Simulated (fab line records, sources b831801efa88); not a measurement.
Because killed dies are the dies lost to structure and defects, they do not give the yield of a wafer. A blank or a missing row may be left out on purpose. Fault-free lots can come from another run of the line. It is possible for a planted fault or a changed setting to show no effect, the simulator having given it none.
Struck lot and sound lot, side by side    flow sky130    44 steps out of a route of 708
Sound: the wafers L144.1, L144.2, L144.6. The struck wafers were L151.2, L151.3, L151.5. The cause is given at the end.
At each step with rows: each side's tool, then ch and its chambers, then its first start. Under that, the readings that differ: sound wafers    struck wafers    difference of the means    sigmas: that difference in standard deviations of wafers without a fault.
alike: same words and numbers on both sides, and readings whose means sit less than 2 such deviations apart. not compared: any withheld reading, any reading some wafer has no value for, any bound like >300 that may hide the same value, and any number with overlapping values for which the record gives no deviation.
Wherever a step has rows on one side only, a row that says differs or no value, or a row with sigmas, the two part there. Non-overlapping numbers with no deviation appear without sigmas and do not part them. A reading missing from all wafers of one side parts the sides only when that side holds two or more wafers.

SKY_FIELD_ISO_STRIP_16: strips in O2/N2.
  sound on plasma-asher-03 ch 0,1, day 2 11:14; struck on plasma-asher-03 ch 1, day 3 21:16
reading                       sound              struck             difference  sigmas
strip-time-to-endpoint-s (s)  3.481 3.504 3.523  3.600 3.557 3.542  +0.064      +2
  alike: drypump-motor-current-A, oes-product-au
  not compared: rf-hours-counter-h
SKY_FIELD_ISO_ETCH_17: etches Si in HBr/Cl2/O2, target depth 342 nm, time 97.7 s.
  sound on rie-si-02 ch 1,2, day 2 11:20; struck on rie-si-01 ch 1,3, day 3 21:22
  alike: O2_flow_sccm, drypump-motor-current-A, oes-product-au, throttle-valve-pct
  not compared: rf-hours-counter-h
then, 5 steps without rows for these wafers: SKY_FIELD_ISO_WET_ETCH_18 (etches Si3N4 in H3PO4, target depth 25 nm, time 286 s); SKY_FIELD_ISO_CLEAN_19 (cleans in SC1/SC2, time 150 s); SKY_FIELD_ISO_CLEAN_20 (cleans in dHF, time 20 s); SKY_FIELD_ISO_WET_ETCH_21 (etches SiO2 in dHF, target depth 20 nm, time 400 s); SKY_FIELD_ISO_OXIDATION_22 (stabilise 600 s, purge 300 s, target thk 10 nm).
SKY_FIELD_ISO_THK_MEAS_23:
  sound on film-metro-04 at day 2 13:58; struck on film-metro-03 at day 3 22:53
  alike: FIELD_ISO_OXIDATION_01_THK
then, 1 step without rows for these wafers: SKY_FIELD_ISO_CVD_24 (deposits SiO2, target thk 595 nm, time 99.2 s).
SKY_FIELD_ISO_THK_MEAS_25:
  sound on film-metro-02 at day 2 14:07; struck on film-metro-02 at day 3 23:01
  alike: FIELD_ISO_CVD_24_THK
then, 1 step without rows for these wafers: SKY_FIELD_ISO_ANNEAL_26 (time 1800 s).
SKY_FIELD_ISO_CMP_27: polishes, stops on Si3N4, t overpolish 16 s, target thk 457.8 nm.
  sound on cmp-02 ch 0,2, day 2 15:40; struck on cmp-01 ch 1,2, day 4 01:15
  alike: motor-current-A, overpolish-run-s, slurry-flow-ml-min, time-to-endpoint-s
SKY_FIELD_ISO_WET_ETCH_28: etches SiO2 in dHF, target depth 23.7 nm, time 47 s.
  sound on wet-bench-04 ch 1, day 2 15:58; struck on wet-bench-03 ch 1, day 4 01:30
reading                                     sound              struck             difference  sigmas
bath-heat-duty-pct (%)                      6.9 6.0 6.7        25.2 26.4 28.0     +20.0       +25
temp-c (C)                                  25.07 24.97 25.05  35.60 35.42 35.63  +10.52      +96
model.SiO2_of_FIELD_ISO_CVD_24.thk-nm (nm)  432.1 433.9 430.8  421.8 422.6 421.4  -10.3       
then, 4 steps without rows for these wafers: SKY_FIELD_ISO_WET_ETCH_29 (etches Si3N4 in H3PO4, target depth 160 nm, time 1825 s); SKY_FIELD_ISO_WET_ETCH_30 (etches SiO2 in dHF, target depth 25 nm, time 50 s); SKY_NWELL_CLEAN_00 (cleans in SC1/SC2, time 150 s); SKY_NWELL_OXIDATION_01 (stabilise 600 s, purge 300 s, target thk 10 nm).
SKY_NWELL_THK_MEAS_02:
  sound on film-metro-04 at day 2 19:13; struck on film-metro-04 at day 4 03:57
  alike: NWELL_OXIDATION_THK
then, 8 steps without rows for these wafers: SKY_DNWELL_DEHYDRATE_00 (time 60 s); SKY_DNWELL_HMDS_01 (prime time 60 s); SKY_DNWELL_COAT_02 (resist thk 3000 nm); SKY_DNWELL_SOFTBAKE_03; SKY_DNWELL_EXPOSE_04 (exposes mask DNM, target cd 3000 nm); SKY_DNWELL_PEB_05; SKY_DNWELL_DEVELOP_06 (develop time 60 s); SKY_DNWELL_IMPLANT_07.
SKY_DNWELL_STRIP_08: strips in O2/N2.
  sound on plasma-asher-03 ch 0,1, day 3 10:20; struck on plasma-asher-03 ch 0,1, day 4 19:01
  alike: drypump-motor-current-A, oes-product-au, strip-time-to-endpoint-s
  not compared: rf-hours-counter-h
SKY_DNWELL_TW_MEAS_09:
  sound on film-metro-01 at day 3 10:26; struck on film-metro-02 at day 4 19:07
  alike: DNWELL_TW
then, 7 steps without rows for these wafers: SKY_PWDE_DEHYDRATE_00 (time 60 s); SKY_PWDE_HMDS_01 (prime time 60 s); SKY_PWDE_COAT_02 (resist thk 3000 nm); SKY_PWDE_SOFTBAKE_03; SKY_PWDE_EXPOSE_04 (exposes mask PWDEM, target cd 840 nm); SKY_PWDE_PEB_05; SKY_PWDE_DEVELOP_06 (develop time 60 s).
SKY_PWDE_OVL_MEAS_07:
  sound on overlay-01 at day 4 01:56; struck on overlay-02 at day 5 09:26
  alike: PWDE_OVL
then, 1 step without rows for these wafers: SKY_PWDE_IMPLANT_08.
SKY_PWDE_STRIP_09: strips in O2/N2.
  sound on plasma-asher-04 ch 0,1, day 4 02:08; struck on plasma-asher-02 ch 0,1, day 5 09:37
  alike: drypump-motor-current-A, oes-product-au, strip-time-to-endpoint-s
  not compared: rf-hours-counter-h
SKY_PWDE_TW_MEAS_10:
  sound on film-metro-04 at day 4 02:14; struck on film-metro-04 at day 5 09:44
  alike: PWDE_TW
then, 3 steps without rows for these wafers: SKY_NWELL_DEHYDRATE_03 (time 60 s); SKY_NWELL_HMDS_04 (prime time 60 s); SKY_NWELL_COAT_05 (resist thk 3000 nm).
-- the record jumps here: 25 days lie between the struck wafers' starts before and after (it left off in module NWELL and takes up again in module SALICIDE, whose first step shown is number 361 of the route) --
SKY_SALICIDE_CLEAN_00: cleans in HF-last, time 30 s.
  sound on wet-bench-01 ch 0, day 27 22:11; struck on wet-bench-04 ch 2, day 30 08:52
reading                                     sound              struck             difference  sigmas
model.SiO2_of_FIELD_ISO_CVD_24.thk-nm (nm)  356.6 358.2 355.1  346.5 347.1 345.9  -10.1       
-- the record jumps here: 19 days lie between the struck wafers' starts before and after (it left off in module SALICIDE and takes up again in module PAD_OPEN, whose first step shown is number 708 of the route) --
SKY_PAD_OPEN_PROBE_99:
  sound on prober-02 at day 45 21:33; struck on prober-01 at day 49 15:06
reading                                    sound                 struck                difference  sigmas
model.etest.cap-li-to-poly.c-af-um2        100.8 100.8 101.6     93.14 96.62 95.91     -5.84       
model.etest.field-n.vt-v (V)               36.22 35.63 35.6      33.62 34.86 34.92     -1.35       
model.etest.sram-nfet-pass.off-log10-a-um  -12.78 -12.66 -12.94  -12.64 -12.39 -12.07  +0.43       
  alike: killed_at_M0_to_M3, killed_at_M4_up, killed-at-contacts, killed-at-front-end, killed-at-other, killed-dies, killed-open, killed-short
  not compared: model.etest.pfet_16v.r-on-ohm-um, model.etest.cap-poly-to-well.c-af-um2

WHERE THEY PART
Earliest at SKY_FIELD_ISO_STRIP_16; latest, in this record, at SKY_FIELD_ISO_WET_ETCH_28. Later steps at which nothing parts them and some readings are alike: SKY_NWELL_THK_MEAS_02, SKY_DNWELL_STRIP_08, SKY_DNWELL_TW_MEAS_09, SKY_PWDE_OVL_MEAS_07, SKY_PWDE_STRIP_09, SKY_PWDE_TW_MEAS_10, SKY_PAD_OPEN_PROBE_99.

WHY: what had been put in by the simulator
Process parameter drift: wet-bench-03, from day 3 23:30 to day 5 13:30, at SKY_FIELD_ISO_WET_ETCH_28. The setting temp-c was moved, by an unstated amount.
